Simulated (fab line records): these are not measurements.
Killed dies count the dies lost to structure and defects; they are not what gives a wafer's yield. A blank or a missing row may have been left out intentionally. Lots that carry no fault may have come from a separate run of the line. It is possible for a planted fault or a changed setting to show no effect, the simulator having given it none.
The tool behind it: which one? -- flow gf180mcu -- 12 lots with 36 wafers sampled at 6 steps, on a route of 602 steps

WHAT THE GAUGES READ, wafer by wafer
GF_STI_THK_MEAS_04.
lot,measured,on,STI_CVD_03_THK (nm)
L498,day 1 13:59,film-metro-01,206.3 207.4 204.6
L499,day 1 18:44,film-metro-02,208.7 210.8 210.9
L501,day 2 04:34,film-metro-04,207.3 206.0 207.2
L502,day 2 10:29,film-metro-02,206.2 205.4 204.3
L503,day 2 15:55,film-metro-02,208.2 210.0 208.7
L504,day 2 19:43,film-metro-02,206.3 206.5 206.0
L506,day 3 05:34,film-metro-02,193.5 193.4 194.2
L508,day 3 15:34,film-metro-01,195.6 196.4 193.7
L513,day 4 16:35,film-metro-04,209.0 207.1 206.7
L515,day 5 03:10,film-metro-01,208.5 209.5 209.0
L520,day 6 03:34,film-metro-02,211.3 212.2 210.7
L521,day 6 10:16,film-metro-01,204.0 204.5 205.8

GF_CONTACT_THK_MEAS_03.
lot,measured,on,CONTACT_CVD_02_THK (nm)
L498,day 15 01:32,film-metro-01,853 864 861
L499,day 15 10:07,film-metro-03,862 885 876
L501,day 16 03:14,film-metro-04,863 871 885
L502,day 16 17:04,film-metro-03,860 870 865
L503,day 17 04:20,film-metro-03,859 876 860
L504,day 17 15:19,film-metro-01,846 856 857
L506,day 18 00:37,film-metro-03,851 851 870
L508,day 18 20:49,film-metro-03,860 881 876
L513,day 20 12:57,film-metro-01,843 856 850
L515,day 21 08:26,film-metro-01,844 855 860
L520,day 22 19:42,film-metro-01,847 853 868
L521,day 23 15:12,film-metro-01,868 862 883

GF_V1_OVL_MEAS_15.
lot,measured,on,V1_OVL (nm)
L498,day 17 23:17,overlay-01,-5 -3 -6
L499,day 18 12:05,overlay-02,-9 -9 -15
L501,day 19 03:26,overlay-02,4 0 1
L502,day 19 17:28,overlay-02,-6 -8 4
L503,day 20 06:50,overlay-01,0 -1 1
L504,day 20 17:52,overlay-01,3 -1 9
L506,day 21 03:25,overlay-02,1 -5 -10
L508,day 22 00:17,overlay-01,2 1 6
L513,day 23 15:01,overlay-01,-6 -12 -10
L515,day 24 08:21,overlay-01,3 -2 2
L520,day 25 17:23,overlay-02,6 15 6
L521,day 26 10:13,overlay-01,-2 -3 -1

WHICH TOOL RAN EACH LOT (tool, then ch and the chambers of the sampled wafers, then the start)
lot,GF_STI_CVD_03,GF_STI_ETCH_13,GF_CONTACT_SPUTTER_22
L498,"lpcvd-01 ch 0, day 1 11:58","rie-diel-04 ch 0,2, day 2 01:37","pvd-sputter-01, day 16 00:08"
L499,"lpcvd-01 ch 0, day 1 16:44","rie-diel-02 ch 0,1, day 2 06:40","pvd-sputter-01, day 16 10:02"
L501,"lpcvd-02 ch 0, day 2 02:35","rie-diel-01 ch 0,1,2, day 2 15:47","pvd-sputter-01, day 17 02:41"
L502,"lpcvd-01 ch 0, day 2 08:30","rie-diel-04 ch 0,1,3, day 2 22:37","pvd-sputter-02, day 17 16:22"
L503,"lpcvd-02 ch 1, day 2 12:55","rie-diel-04 ch 2,3, day 3 04:26","pvd-sputter-01, day 18 04:14"
L504,"lpcvd-02 ch 1, day 2 17:44","rie-diel-04 ch 0,2,3, day 3 08:22","pvd-sputter-02, day 18 15:28"
L506,"lpcvd-02 ch 1, day 3 03:34","rie-diel-04 ch 1,2,3, day 3 18:31","pvd-sputter-01, day 19 01:01"
L508,"lpcvd-02 ch 1, day 3 13:34","rie-diel-04 ch 0,1,2, day 4 03:59","pvd-sputter-04, day 19 21:14"
L513,"lpcvd-01 ch 1, day 4 14:34","rie-diel-04 ch 0,2, day 5 06:52","pvd-sputter-04, day 21 14:19"
L515,"lpcvd-01 ch 0, day 5 01:10","rie-diel-04 ch 1,2, day 5 18:02","pvd-sputter-04, day 22 08:54"
L520,"lpcvd-02 ch 1, day 6 01:34","rie-diel-04 ch 0,1,3, day 6 18:43","pvd-sputter-02, day 23 19:28"
L521,"lpcvd-02 ch 1, day 6 08:16","rie-diel-02 ch 0,2,3, day 7 01:38","pvd-sputter-02, day 24 14:34"
- GF_STI_CVD_03: deposits Si3N4 from DCS/NH3, target thk 207.16 nm, time 3551 s.
- GF_STI_ETCH_13: etches the open film in CHF3/O2, stops on Si, target depth 282.31 nm, time 112.9 s.
- GF_CONTACT_SPUTTER_22: material Ti, target thk 15 nm, time 80.02 s.

WHAT THE TOOLS THEMSELVES READ (means of the sampled wafers that have a number; where no wafer has one, the mark that the record gives instead)
GF_STI_CVD_03.
lot,tool,pressure-mtorr (mTorr),zone-power-top-pct (%)
L498,lpcvd-01,250.0,24.9
L499,lpcvd-01,250.6,25.1
L501,lpcvd-02,249.4,29.0
L502,lpcvd-01,250.2,24.9
L503,lpcvd-02,250.5,26.3
L504,lpcvd-02,250.0,26.2
L506,lpcvd-02,200.0,26.2
L508,lpcvd-02,200.1,26.4
L513,lpcvd-01,250.3,23.4
L515,lpcvd-01,249.3,24.9
L520,lpcvd-02,250.2,26.4
L521,lpcvd-02,250.5,26.2

GF_STI_ETCH_13.
lot,tool,drypump-motor-current-A (A),oes-product-au (a.u.),throttle-valve-pct (%)
L498,rie-diel-04,5.5,0.827,8.815
L499,rie-diel-02,6.3,0.840,8.822
L501,rie-diel-01,5.7,0.834,8.810
L502,rie-diel-04,6.2,0.830,8.813
L503,rie-diel-04,5.6,0.834,8.815
L504,rie-diel-04,5.8,0.828,8.804
L506,rie-diel-04,6.0,0.806,8.799
L508,rie-diel-04,5.7,0.806,8.796
L513,rie-diel-04,5.4,0.832,8.810
L515,rie-diel-04,5.9,0.833,8.804
L520,rie-diel-04,6.2,0.841,8.811
L521,rie-diel-02,5.9,0.826,8.809

GF_CONTACT_SPUTTER_22.
lot,tool,throttle-valve-pct (%)
L498,pvd-sputter-01,30.8
L499,pvd-sputter-01,31.0
L501,pvd-sputter-01,30.2
L502,pvd-sputter-02,30.4
L503,pvd-sputter-01,31.0
L504,pvd-sputter-02,30.4
L506,pvd-sputter-01,31.0
L508,pvd-sputter-04,29.7
L513,pvd-sputter-04,29.4
L515,pvd-sputter-04,29.4
L520,pvd-sputter-02,30.3
L521,pvd-sputter-02,29.0

THE ANSWER, worked out from the rows above alone
Rule: the usual values come from the lots themselves. The widest of any qualifying gaps counts: lots, ordered by their means at a reading, are off when they make up no more than a third of the lots, leave a main group of 4 or more, and stand apart from it by 3 or more times the standard deviation of that group's means. If all means in a main group match to the digits the tables above print for the reading, that group is not used. A lot without any number at a reading at which 4 lots or more have one is off too. All remaining lots with rows at the step are treated as sound. First the gauges in route order, then the tools' own readings, where a lot's mean is used as printed above. At the first step where some lot is off, the reading lying furthest off is the one used; lots without a number count as furthest.
Off: L506, L508, at GF_STI_THK_MEAS_04 (STI_CVD_03_THK). The main group has a mean of 207.6 nm with a standard deviation of 2.1.
A tool fits if, at a process step before that reading, it ran every lot that is off, and no sound lot after the first of them. Not tried: the gauges at GF_STI_THK_MEAS_04; whatever is off there is also off at GF_STI_CVD_03, on other tools, and gauge error can't account for it. Not one of the candidates tried fits.

WHAT THE SIMULATOR HAD PUT IN
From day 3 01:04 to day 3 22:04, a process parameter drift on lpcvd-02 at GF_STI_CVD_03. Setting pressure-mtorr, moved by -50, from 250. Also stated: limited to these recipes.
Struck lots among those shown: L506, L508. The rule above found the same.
